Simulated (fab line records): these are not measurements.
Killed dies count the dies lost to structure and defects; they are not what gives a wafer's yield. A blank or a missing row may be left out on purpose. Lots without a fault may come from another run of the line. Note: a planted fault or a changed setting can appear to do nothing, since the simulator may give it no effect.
Check for tools in common || flow sky130 || 12 lots, 36 wafers sampled

THE REASON FOR OPENING IT
Of 12 lots, 2 have the reading LDD_P_TW flagged at SKY_LDD_P_TW_MEAS_11. Fault-free wafers read 634, with a standard deviation of 3.2.
Rule: a lot is flagged in two cases, either no wafer of it has a number, or all its wafers with numbers fall more than 4 standard deviations from that mean. The rest of the lots are taken to be sound.

{"lot": "L794", "measured": "day 19 12:15", "on": "filmMetro-01", "LDD_P_TW, wafer by wafer": "631 636 636", "flag": ""}
{"lot": "L795", "measured": "day 19 20:01", "on": "filmMetro-02", "LDD_P_TW, wafer by wafer": "643 638 639", "flag": ""}
{"lot": "L796", "measured": "day 19 22:56", "on": "filmMetro-01", "LDD_P_TW, wafer by wafer": "631 631 632", "flag": ""}
{"lot": "L799", "measured": "day 22 11:28", "on": "filmMetro-01", "LDD_P_TW, wafer by wafer": "633 635 636", "flag": ""}
{"lot": "L803", "measured": "day 23 21:41", "on": "filmMetro-02", "LDD_P_TW, wafer by wafer": "636 636 636", "flag": ""}
{"lot": "L805", "measured": "day 24 15:49", "on": "filmMetro-01", "LDD_P_TW, wafer by wafer": "635 632 631", "flag": ""}
{"lot": "L806", "measured": "day 25 04:09", "on": "filmMetro-02", "LDD_P_TW, wafer by wafer": "639 635 638", "flag": ""}
{"lot": "L809", "measured": "day 25 14:58", "on": "filmMetro-02", "LDD_P_TW, wafer by wafer": "635 636 639", "flag": ""}
{"lot": "L808", "measured": "day 25 16:43", "on": "filmMetro-01", "LDD_P_TW, wafer by wafer": "632 633 634", "flag": ""}
{"lot": "L810", "measured": "day 26 06:03", "on": "filmMetro-02", "LDD_P_TW, wafer by wafer": "582 584 583", "flag": "FLAGGED"}
{"lot": "L813", "measured": "day 26 12:05", "on": "filmMetro-01", "LDD_P_TW, wafer by wafer": "586 588 587", "flag": "FLAGGED"}
{"lot": "L812", "measured": "day 26 14:56", "on": "filmMetro-01", "LDD_P_TW, wafer by wafer": "637 632 640", "flag": ""}
Average over the flagged lots: 585; offset from the usual -49, equal to -15 standard deviations.

EACH LOT AND THE TOOL IT RAN ON
The record holds 2 process steps before the reading, out of a route of 708 steps. Cell contents, in order: the tool; ch with the chambers the sampled wafers went through; the start.
{"lot": "L794", "flag": "", "SKY_RES_PROTECT_STRIP_07": "plasmaAsher-01 ch 0,1, day 15 12:28", "SKY_LDD_P_IMPLANT_09": "implanter-04 ch 0, day 19 12:00"}
{"lot": "L795", "flag": "", "SKY_RES_PROTECT_STRIP_07": "plasmaAsher-04 ch 0,1, day 15 20:43", "SKY_LDD_P_IMPLANT_09": "implanter-01 ch 0, day 19 19:46"}
{"lot": "L796", "flag": "", "SKY_RES_PROTECT_STRIP_07": "plasmaAsher-01 ch 0,1, day 15 23:11", "SKY_LDD_P_IMPLANT_09": "implanter-04 ch 0, day 19 22:41"}
{"lot": "L799", "flag": "", "SKY_RES_PROTECT_STRIP_07": "plasmaAsher-04 ch 0,1, day 18 07:36", "SKY_LDD_P_IMPLANT_09": "implanter-01 ch 0, day 22 11:15"}
{"lot": "L803", "flag": "", "SKY_RES_PROTECT_STRIP_07": "plasmaAsher-01 ch 0,1, day 19 20:01", "SKY_LDD_P_IMPLANT_09": "implanter-04 ch 0, day 23 21:27"}
{"lot": "L805", "flag": "", "SKY_RES_PROTECT_STRIP_07": "plasmaAsher-01 ch 0,1, day 20 17:02", "SKY_LDD_P_IMPLANT_09": "implanter-01 ch 0, day 24 15:34"}
{"lot": "L806", "flag": "", "SKY_RES_PROTECT_STRIP_07": "plasmaAsher-01 ch 0,1, day 21 05:20", "SKY_LDD_P_IMPLANT_09": "implanter-01 ch 0, day 25 03:55"}
{"lot": "L809", "flag": "", "SKY_RES_PROTECT_STRIP_07": "plasmaAsher-04 ch 0,1, day 21 15:05", "SKY_LDD_P_IMPLANT_09": "implanter-02 ch 0, day 25 14:45"}
{"lot": "L808", "flag": "", "SKY_RES_PROTECT_STRIP_07": "plasmaAsher-03 ch 0,1, day 21 17:16", "SKY_LDD_P_IMPLANT_09": "implanter-04 ch 0, day 25 16:28"}
{"lot": "L810", "flag": "FLAGGED", "SKY_RES_PROTECT_STRIP_07": "plasmaAsher-04 ch 0,1, day 22 08:01", "SKY_LDD_P_IMPLANT_09": "implanter-01 ch 0, day 26 05:49"}
{"lot": "L813", "flag": "FLAGGED", "SKY_RES_PROTECT_STRIP_07": "plasmaAsher-01 ch 1, day 22 14:07", "SKY_LDD_P_IMPLANT_09": "implanter-01 ch 0, day 26 11:51"}
{"lot": "L812", "flag": "", "SKY_RES_PROTECT_STRIP_07": "plasmaAsher-01 ch 0,1, day 22 16:06", "SKY_LDD_P_IMPLANT_09": "implanter-04 ch 0, day 26 14:43"}
What these steps do:
- SKY_RES_PROTECT_STRIP_07: strips in O2/N2.
- SKY_LDD_P_IMPLANT_09
- SKY_LDD_P_TW_MEAS_11

FLAGGED AGAINST TOTAL, ONE TOOL AT A TIME (gauges that did the reading follow at the end)
{"step": "SKY_RES_PROTECT_STRIP_07", "tool": "plasmaAsher-01", "lots run": 7, "flagged": 1, "share of the flagged lots": "some", "sound lots run after its first flagged lot": "1 (L812)"}
{"step": "SKY_RES_PROTECT_STRIP_07", "tool": "plasmaAsher-03", "lots run": 1, "flagged": 0, "share of the flagged lots": "none", "sound lots run after its first flagged lot": "-"}
{"step": "SKY_RES_PROTECT_STRIP_07", "tool": "plasmaAsher-04", "lots run": 4, "flagged": 1, "share of the flagged lots": "some", "sound lots run after its first flagged lot": 0}
{"step": "SKY_LDD_P_IMPLANT_09", "tool": "implanter-01", "lots run": 6, "flagged": 2, "share of the flagged lots": "all", "sound lots run after its first flagged lot": 0}
{"step": "SKY_LDD_P_IMPLANT_09", "tool": "implanter-02", "lots run": 1, "flagged": 0, "share of the flagged lots": "none", "sound lots run after its first flagged lot": "-"}
{"step": "SKY_LDD_P_IMPLANT_09", "tool": "implanter-04", "lots run": 5, "flagged": 0, "share of the flagged lots": "none", "sound lots run after its first flagged lot": "-"}
{"step": "SKY_LDD_P_TW_MEAS_11", "tool": "filmMetro-01", "lots run": 7, "flagged": 1, "share of the flagged lots": "some", "sound lots run after its first flagged lot": "1 (L812)"}
{"step": "SKY_LDD_P_TW_MEAS_11", "tool": "filmMetro-02", "lots run": 5, "flagged": 1, "share of the flagged lots": "some", "sound lots run after its first flagged lot": 0}

WHAT THE TABLE ALLOWS
Rows of the table that ran each flagged lot: 1, that is implanter-01 at SKY_LDD_P_IMPLANT_09.
- implanter-01 at SKY_LDD_P_IMPLANT_09 ran 6 lots, 2 of them flagged. Its last sound lot is L806 (day 25 03:55), its first flagged lot L810 (day 26 05:49): a fault that began between those two fits. Its own readings (beamOnS, faradayCurrentUA) fall more than 4 standard deviations out on all wafers of the flagged lots.
Just one tool remains: implanter-01 at SKY_LDD_P_IMPLANT_09.

WHAT THE SIMULATOR HAD PUT IN
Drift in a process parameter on implanter-01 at SKY_LDD_P_IMPLANT_09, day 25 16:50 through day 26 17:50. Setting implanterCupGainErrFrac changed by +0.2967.
Shown lots that were struck: L810, L813. Same finding as the rule above.
